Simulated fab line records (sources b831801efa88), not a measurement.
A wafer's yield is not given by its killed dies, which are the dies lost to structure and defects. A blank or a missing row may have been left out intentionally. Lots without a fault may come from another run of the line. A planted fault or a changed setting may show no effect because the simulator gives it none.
One fault seen from 2 desks | flow sfq_line | numbers are kept per desk, each desk with only its own; the story behind them comes last

DESK OF THE TOOL OWNER: rie_diel-03
The tool's own readings at SFQ_TRILAYER_C5_BARC_OPEN_VIA_ETCH_210 (etches BARC in O2, target depth 125 nm, time 40.57 s): means of the sampled wafers that have a number, for each lot that ran on this tool. Any lot whose mean is over 4 standard deviations away from the usual mean is out of limits and marked OUT; that distance is given in the brackets.
Columns: A = bias_w at SFQ_TRILAYER_C5_BARC_OPEN_VIA_ETCH_210, usual 80.02 W; B = drypump_motor_current_A at SFQ_TRILAYER_C5_BARC_OPEN_VIA_ETCH_210, usual 6.0 A; C = oes_product_au at SFQ_TRILAYER_C5_BARC_OPEN_VIA_ETCH_210, usual 0.693 a.u.
lot  | first seen here | A                | B   | C
L161 | day 63 01:25    | 79.85            | 5.9 | 0.694
L162 | day 70 07:08    | 80.15            | 6.2 | 0.699
L163 | day 70 15:32    | 80.16            | 6.0 | 0.691
L164 | day 71 00:56    | 80.23            | 5.9 | 0.694
L166 | day 73 18:50    | 79.98            | 6.2 | 0.691
L176 | day 77 03:01    | 81.17 (+4.8) OUT | 6.1 | 0.691
This desk finds L176 out of limits, L176 being first, at day 77 03:01 (bias_w at SFQ_TRILAYER_C5_BARC_OPEN_VIA_ETCH_210). In limits: L161, L162, L163, L164, L166.

AT THE METROLOGY DESK
What the gauges read, lot by lot, whatever tool the lot ran on: means of the sampled wafers that have a number. Any lot whose mean is over 4 standard deviations away from the usual mean is out of limits and marked OUT; that distance is given in the brackets.
Columns: A = M4_OVL at SFQ_M4_OVL_MEAS_926, usual -2 nm; B = M6_OVL at SFQ_M6_OVL_MEAS_940, usual 6 nm
lot  | first seen here | A   | B
L159 | day 40 03:59    | 7   | 3
L161 | day 40 11:11    | 8   | 0
L162 | day 42 20:34    | -4  | -1
L163 | day 43 04:59    | -1  | 2
L164 | day 43 16:55    | 3   | 7
L165 | day 44 02:31    | -8  | 5
L166 | day 45 04:55    | -3  | 10
L167 | day 46 02:31    | -10 | 12
L168 | day 46 06:07    | -4  | 6
L176 | day 49 15:37    | -6  | 9
L179 | day 50 03:37    | 1   | 9
L180 | day 50 08:26    | -12 | 7
L181 | day 50 12:02    | -3  | 8
Result from this desk: across the 13 lots, nothing is out of limits.

ALL TOGETHER
The tool owner's desk could have raised an alarm at day 77 03:01, on L176.
The metrology desk saw nothing out of limits.
The metrology desk has L176 on record, within its limits.
On rie_diel-03, each named lot ran SFQ_TRILAYER_C5_BARC_OPEN_VIA_ETCH_210.

WHAT THE SIMULATOR PUT IN
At SFQ_TRILAYER_C5_BARC_OPEN_VIA_ETCH_210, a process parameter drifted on rie_diel-03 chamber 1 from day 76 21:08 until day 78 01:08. A move of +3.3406 in setting bias_w, from 80. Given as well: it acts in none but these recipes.
Struck lots among those shown: L176.
Time in hours from fault onset to the first out-of-limits reading at each desk: the tool owner's desk, 6.
